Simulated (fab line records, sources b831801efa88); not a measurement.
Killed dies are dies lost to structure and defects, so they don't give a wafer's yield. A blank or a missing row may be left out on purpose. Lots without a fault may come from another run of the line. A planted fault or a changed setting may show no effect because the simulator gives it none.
Which tool did it? | flow gf180mcu | 13 lots, 39 wafers sampled, at 2 steps of a route of 602

WHAT THE GAUGES READ, wafer by wafer
GF_V3_THK_MEAS_01. Usual: V3_CVD_00_THK 600 nm, standard deviation 7.6.
lot  | measured     | on            | V3_CVD_00_THK (nm) | flag
L501 | day 20 22:48 | film_metro-04 | 593 585 587        |
L502 | day 21 03:34 | film_metro-03 | 594 588 595        |
L503 | day 21 13:51 | film_metro-03 | 594 594 594        |
L504 | day 22 05:16 | film_metro-03 | 608 601 590        |
L506 | day 22 16:40 | film_metro-04 | 597 600 594        |
L507 | day 23 08:19 | film_metro-02 | 596 598 604        |
L508 | day 23 13:44 | film_metro-03 | 606 601 594        |
L509 | day 24 07:43 | film_metro-03 | 611 606 620        |
L510 | day 24 21:34 | film_metro-04 | 609 605 613        |
L511 | day 25 01:55 | film_metro-02 | 611 610 601        |
L512 | day 25 19:35 | film_metro-02 | 600 602 585        |
L513 | day 26 02:06 | film_metro-02 | 601 611 597        |
L515 | day 26 14:36 | film_metro-03 | 611 603 612        |

WHICH TOOL RAN EACH LOT (tool, then ch and the chambers of the sampled wafers, then the start)
lot  | GF_M3_SPUTTER_00
L501 | pvd_sputter-01, day 19 21:44
L502 | pvd_sputter-01, day 20 03:01
L503 | pvd_sputter-03, day 20 13:08
L504 | pvd_sputter-03, day 21 04:43
L506 | pvd_sputter-01, day 21 16:14
L507 | pvd_sputter-04, day 22 08:16
L508 | pvd_sputter-03, day 22 13:49
L509 | pvd_sputter-04, day 23 08:17
L510 | pvd_sputter-03, day 23 22:07
L511 | pvd_sputter-03, day 24 03:02
L512 | pvd_sputter-04, day 24 20:37
L513 | pvd_sputter-03, day 25 02:58
L515 | pvd_sputter-01, day 25 16:37
- GF_M3_SPUTTER_00: material Ti, target thk 37.5 nm, time 150 s.

WHAT THE TOOLS THEMSELVES READ (means of the sampled wafers that have a number; where no wafer has one, the mark that the record gives instead)
GF_M3_SPUTTER_00. Usual: throttle_valve_pct 29.5 %, standard deviation 1.3.
lot  | tool           | throttle_valve_pct (%) | flag
L501 | pvd_sputter-01 | 30.1                   |
L502 | pvd_sputter-01 | 31.7                   |
L503 | pvd_sputter-03 | 30.0                   |
L504 | pvd_sputter-03 | 28.9                   |
L506 | pvd_sputter-01 | 29.2                   |
L507 | pvd_sputter-04 | 28.9                   |
L508 | pvd_sputter-03 | 29.4                   |
L509 | pvd_sputter-04 | 29.4                   |
L510 | pvd_sputter-03 | 29.6                   |
L511 | pvd_sputter-03 | 30.1                   |
L512 | pvd_sputter-04 | 30.1                   |
L513 | pvd_sputter-03 | 29.3                   |
L515 | pvd_sputter-01 | 31.7                   |

THE ANSWER, worked out from the rows above alone
Rule: a lot is off if the mean of its wafers that have a number lies more than 3 standard deviations from the usual mean. A lot without any number at a reading at which 4 lots or more have one is off too. The other lots that the step has rows for count as sound. The gauges are gone through in route order, then the tools' own readings, and for those a lot's mean is taken as printed above. The first step at which some lot is off is used, and at that step the reading that is off furthest; a lot without a number counts as furthest.
No lot is off at any reading shown: from this, nothing can be told.

WHAT THE SIMULATOR HAD PUT IN
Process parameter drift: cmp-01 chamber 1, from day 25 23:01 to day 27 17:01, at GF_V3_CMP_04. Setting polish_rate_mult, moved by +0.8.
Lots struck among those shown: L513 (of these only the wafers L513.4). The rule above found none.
